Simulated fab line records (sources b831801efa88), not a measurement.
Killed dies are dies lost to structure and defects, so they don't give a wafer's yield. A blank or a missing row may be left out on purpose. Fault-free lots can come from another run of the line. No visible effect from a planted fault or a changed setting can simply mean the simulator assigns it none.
Comparing a struck lot with a sound one / flow sky130 / 16 steps out of a route of 708
Sound: these wafers, L481.2, L481.3, L481.6. Struck: wafers L491.3, L491.6 (left out: L491.5, a lot-mate that was not struck); the cause follows at the end.
For every step that has rows: the tool of each side, followed by ch and its chambers, followed by its first start. Under that, the readings that differ: sound wafers / struck wafers / difference of the means / sigmas: that difference in standard deviations of wafers without a fault.
alike: readings with means less than 2 such deviations apart, plus words and numbers identical on both sides. not compared: withheld readings, readings lacking a value on some wafer, bounds such as >300 that could conceal the same value, and numbers that have no deviation in the record and whose values overlap.
Wherever a step has rows on one side only, a row that says differs or no value, or a row with sigmas, the two part there. Numbers that don't overlap but have no deviation are shown without sigmas and don't part them. A reading missing from all wafers of one side parts the sides only when that side holds two or more wafers.

SKY_SD_N_OVL_MEAS_08:
  sound on overlay-02, day 32 12:41; struck on overlay-01, day 34 04:11
  alike: SD_N_OVL
then, 2 steps without rows for these wafers: SKY_SD_N_IMPLANT_09; SKY_SD_N_IMPLANT_10.
SKY_SD_N_STRIP_11: strips in O2/N2.
  sound on plasma_asher-02 ch 0, day 32 13:01; struck on plasma_asher-02 ch 1, day 34 04:33
  alike: drypump_motor_current_A, oes_product_au, strip_time_to_endpoint_s
  not compared: rf_hours_counter_h
SKY_SD_N_TW_MEAS_12:
  sound on film_metro-01, day 32 13:07; struck on film_metro-01, day 34 04:38
  alike: SD_N_TW
then, 1 step without rows for these wafers: SKY_SD_N_CLEAN_13 (cleans in SC1/SC2, time 150 s).
SKY_SD_N_RTA_14: time 2 s.
  sound on rtp_anneal-02 ch 0, day 32 13:14; struck on rtp_anneal-01 ch 0, day 34 04:45
  alike: lamp_power_pct, ramp_up_c_per_s, wafer_temp_C_max
SKY_SD_N_RS_MEAS_16: measures by four-point-probe.
  sound on film_metro-04, day 32 13:25; struck on film_metro-02, day 34 04:56
  alike: SD_N_RS
SKY_SD_N_RS_MEAS_17: measures by four-point-probe.
  sound on film_metro-04, day 32 13:32; struck on film_metro-02, day 34 05:04
  alike: SD_P_RS
SKY_SD_N_RS_MEAS_18: measures by four-point-probe.
  sound on film_metro-04, day 32 13:40; struck on film_metro-02, day 34 05:11
  alike: RES_XHIGH_RS
then, 1 step without rows for these wafers: SKY_SALICIDE_CLEAN_00 (cleans in HF-last, time 30 s).
SKY_LI_CONTACT_HDPCVD_00: deposits PSG, target thk 930 nm, time 155 s.
  sound on hdpcvd-01 ch 0,1,2, day 32 13:47; struck on hdpcvd-01 ch 0, day 34 05:17
reading=run_length_s (s); sound=182.0 182.6 181.5; struck=215.3 215.6; difference=+33.4; sigmas=+59
reading=model.PSG_of_LI_CONTACT_HDPCVD_00.thk_nm (nm); sound=960.1 943.1 945.7; struck=1134 1133; difference=+184; sigmas=
SKY_LI_CONTACT_THK_MEAS_01:
  sound on film_metro-01, day 32 13:53; struck on film_metro-04, day 34 05:24
reading=LI_CONTACT_HDPCVD_THK (nm); sound=960 943 947; struck=1134 1133; difference=+184; sigmas=+17
SKY_LI_CONTACT_CMP_02: polishes PSG.
  sound on cmp-01 ch 1,2,3, day 32 14:26; struck on cmp-02 ch 2,3, day 34 05:29
reading=time_to_endpoint_s (s); sound=33.4 31.1 31.7; struck=56.4 56.4; difference=+24.3; sigmas=+10
  alike: motor_current_A
SKY_LI_CONTACT_BOW_MEAS_03:
  sound on film_metro-02, day 32 14:39; struck on film_metro-01, day 34 05:47
  alike: LI_CONTACT_BOW
SKY_PAD_OPEN_PROBE_99:
  the record has rows for the sound wafers here (prober-02, day 49 03:13) and none for the struck ones

## WHERE THEY PART
At SKY_LI_CONTACT_HDPCVD_00 first; at SKY_PAD_OPEN_PROBE_99 last (within this record only).

WHY: whatever the simulator had introduced
hdpcvd-01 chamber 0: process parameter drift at SKY_LI_CONTACT_HDPCVD_00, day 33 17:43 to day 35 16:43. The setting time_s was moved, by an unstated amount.
